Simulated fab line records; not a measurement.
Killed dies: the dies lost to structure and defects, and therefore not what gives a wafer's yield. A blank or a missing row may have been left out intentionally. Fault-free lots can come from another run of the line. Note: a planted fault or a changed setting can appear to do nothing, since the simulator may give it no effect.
Commonality check across tools + flow gf180mcu + 45 wafers sampled across 13 lots

== WHY THIS WAS OPENED ==
2 of 13 lots carry a flag on the reading HV_LDD_3_TW at GF_HV_LDD_TW_MEAS_38. Wafers without a fault read 1429, standard deviation 7.3.
Rule: a lot is flagged when every wafer of it that has a number lies more than 4 standard deviations from that mean, or none has a number. All remaining lots are regarded as sound.

| lot  | measured     | on           | HV_LDD_3_TW, wafer by wafer   | flag    |
|------|--------------|--------------|-------------------------------|---------|
| L437 | day 11 07:04 | filmMetro-01 | 1438 1430 1432                |         |
| L438 | day 11 18:11 | filmMetro-02 | 1425 1419 1420                |         |
| L441 | day 13 06:40 | filmMetro-03 | 1436 1439 1435                |         |
| L443 | day 13 17:28 | filmMetro-01 | 1429 1426 1428                |         |
| L444 | day 13 17:43 | filmMetro-01 | 1428 1432 1437                |         |
| L445 | day 14 14:13 | filmMetro-02 | 1424 1426 1428                |         |
| L446 | day 15 00:04 | filmMetro-03 | 1430 1435 1429                |         |
| L447 | day 15 08:10 | filmMetro-02 | 1426 1430 1422                |         |
| L451 | day 16 04:43 | filmMetro-03 | 1367 1365 1369 1365 1366 1367 | FLAGGED |
| L450 | day 16 05:40 | filmMetro-02 | 1365 1361 1362 1359 1368 1366 | FLAGGED |
| L453 | day 16 20:10 | filmMetro-01 | 1423 1434 1436                |         |
| L456 | day 17 16:31 | filmMetro-01 | 1432 1423 1427                |         |
| L459 | day 18 09:34 | filmMetro-03 | 1433 1418 1427                |         |
The numbers of the flagged lots are 1365 on average: -64 against the usual, or -9 standard deviations.

== WHICH TOOL RAN EACH LOT ==
The record holds 1 process step before the reading, out of a route of 602 steps. Each cell gives the tool, then ch followed by the chambers the sampled wafers passed through, then the start.
| lot  | flag    | GF_HV_LDD_IMPLANT_34            |
|------|---------|---------------------------------|
| L437 |         | implanter-03 ch 0, day 11 06:32 |
| L438 |         | implanter-01 ch 0, day 11 17:40 |
| L441 |         | implanter-02 ch 0, day 13 06:07 |
| L443 |         | implanter-01 ch 0, day 13 16:55 |
| L444 |         | implanter-02 ch 0, day 13 17:10 |
| L445 |         | implanter-03 ch 0, day 14 13:40 |
| L446 |         | implanter-02 ch 0, day 14 23:32 |
| L447 |         | implanter-01 ch 0, day 15 07:38 |
| L451 | FLAGGED | implanter-01 ch 0, day 16 04:10 |
| L450 | FLAGGED | implanter-01 ch 0, day 16 05:08 |
| L453 |         | implanter-03 ch 0, day 16 19:37 |
| L456 |         | implanter-03 ch 0, day 17 15:58 |
| L459 |         | implanter-02 ch 0, day 18 09:02 |
What the steps here do:
- GF_HV_LDD_IMPLANT_34
- GF_HV_LDD_TW_MEAS_38

== FLAGGED OVER TOTAL, TOOL BY TOOL (the gauges that took the reading come last) ==
| step                 | tool         | lots run | flagged | share of the flagged lots | sound lots run after its first flagged lot |
|----------------------|--------------|----------|---------|---------------------------|--------------------------------------------|
| GF_HV_LDD_IMPLANT_34 | implanter-01 | 5        | 2       | all                       | 0                                          |
| GF_HV_LDD_IMPLANT_34 | implanter-02 | 4        | 0       | none                      | -                                          |
| GF_HV_LDD_IMPLANT_34 | implanter-03 | 4        | 0       | none                      | -                                          |
| GF_HV_LDD_TW_MEAS_38 | filmMetro-01 | 5        | 0       | none                      | -                                          |
| GF_HV_LDD_TW_MEAS_38 | filmMetro-02 | 4        | 1       | some                      | 0                                          |
| GF_HV_LDD_TW_MEAS_38 | filmMetro-03 | 4        | 1       | some                      | 1 (L459)                                   |

== THE TABLE: WHAT IT ALLOWS ==
All flagged lots share 1 row of the table, namely implanter-01 at GF_HV_LDD_IMPLANT_34.
- implanter-01 at GF_HV_LDD_IMPLANT_34: 2 of its 5 lots flagged. Its last sound lot is L447 (day 15 07:38), its first flagged lot L451 (day 16 04:10): a fault that began between those two fits. Its own readings lie more than 4 standard deviations out on every wafer of the flagged lots: doseIonsCm2, faradayCurrentUA.
What remains is a single tool, implanter-01 at GF_HV_LDD_IMPLANT_34.

== WHAT THE SIMULATOR PUT IN ==
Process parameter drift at GF_HV_LDD_IMPLANT_34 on implanter-01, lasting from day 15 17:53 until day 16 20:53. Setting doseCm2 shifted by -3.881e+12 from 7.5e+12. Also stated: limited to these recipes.
Shown lots that were struck: L451, L450. Same finding as the rule above.
